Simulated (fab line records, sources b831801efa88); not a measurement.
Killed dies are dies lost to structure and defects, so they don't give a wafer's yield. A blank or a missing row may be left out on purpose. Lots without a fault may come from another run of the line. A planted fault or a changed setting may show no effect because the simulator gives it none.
Problem report in the 8D (eight disciplines) form, filled by code | flow gf180mcu | the parts of the form that need people (team, actions taken, sign-off) are left out

1. THE PROBLEM
spin_speed_rpm at GF_HV_LDD_COAT_02 reads a mean of 2860.5 rpm on 6 wafers of 2 lots; wafers without a fault read 2999.8 rpm with a standard deviation of 2.1. That is -66 standard deviations from the usual mean.
The step: resist thk 1000 nm.
First seen on wafer L874.1, day 12 15:44, on litho_track-02. The record holds 36 wafers of 12 lots with a number at this step. Rule for "out", or "out of limits": more than 4 standard deviations from the usual mean. The other wafers with a number count as sound.

2. WHAT IT IS AND WHAT IT IS NOT
question                    | is                     | is not
which readings at this step | spin_speed_rpm         | -
which lots                  | L874, L876             | L864, L867, L868, L872, L873, L883, L884, L885, L886, L887
which wafers of those lots  | all that have a number | -
read on which tools         | litho_track-02         | litho_track-01, litho_track-04
when                        | from day 12 15:44      | up to then (15 sound wafers); but 15 sound wafers of L883, L884, L885, L886, L887 came after

3. SUSPECTS, AND WHAT RULES EACH OUT
Counting: a tool at a process step up to the reading stays a suspect if it ran every lot that is out and no sound lot after the first of them.
- litho_track-02 at GF_HV_LDD_COAT_02 (resist thk 1000 nm): ruled out as a lasting fault. Sound lots L887 ran on it after its first lot that is out, L874 (day 12 15:44).
Left after counting: nothing in the record.

4. THE CAUSE (what the simulator had put in)
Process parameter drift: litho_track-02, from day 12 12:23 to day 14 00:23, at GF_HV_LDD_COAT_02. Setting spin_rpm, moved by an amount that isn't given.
Counting ruled it out, wrongly.

5. THE CHAIN OF EFFECTS, in route order
Each row: a reading whose mean over the struck wafers that have a number lies more than 3 standard deviations from the usual. Only readings for which the record gives a usual standard deviation are gone through. hours: the time from each lot's start at the first step in this table that gives one to its start at this step, as a median over the lots. sigmas: the change in usual standard deviations.
hours | step               | reading                  | usual      | on struck wafers | change | sigmas
0     | GF_HV_LDD_COAT_02  | spin_speed_rpm           | 2999.8 rpm | 2860.5           | -139.3 | -66
11    | GF_HV_LDD_STRIP_10 | strip_time_to_endpoint_s | 12.64 s    | 12.85            | +0.21  | +5.5
The process steps in it:
- GF_HV_LDD_COAT_02: resist thk 1000 nm.
- GF_HV_LDD_STRIP_10: strips in O2/N2.

6. WHAT WOULD HAVE CAUGHT IT SOONER
In this record the first reading out of limits was taken at day 12 15:44, 3 hours after the fault began at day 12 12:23.
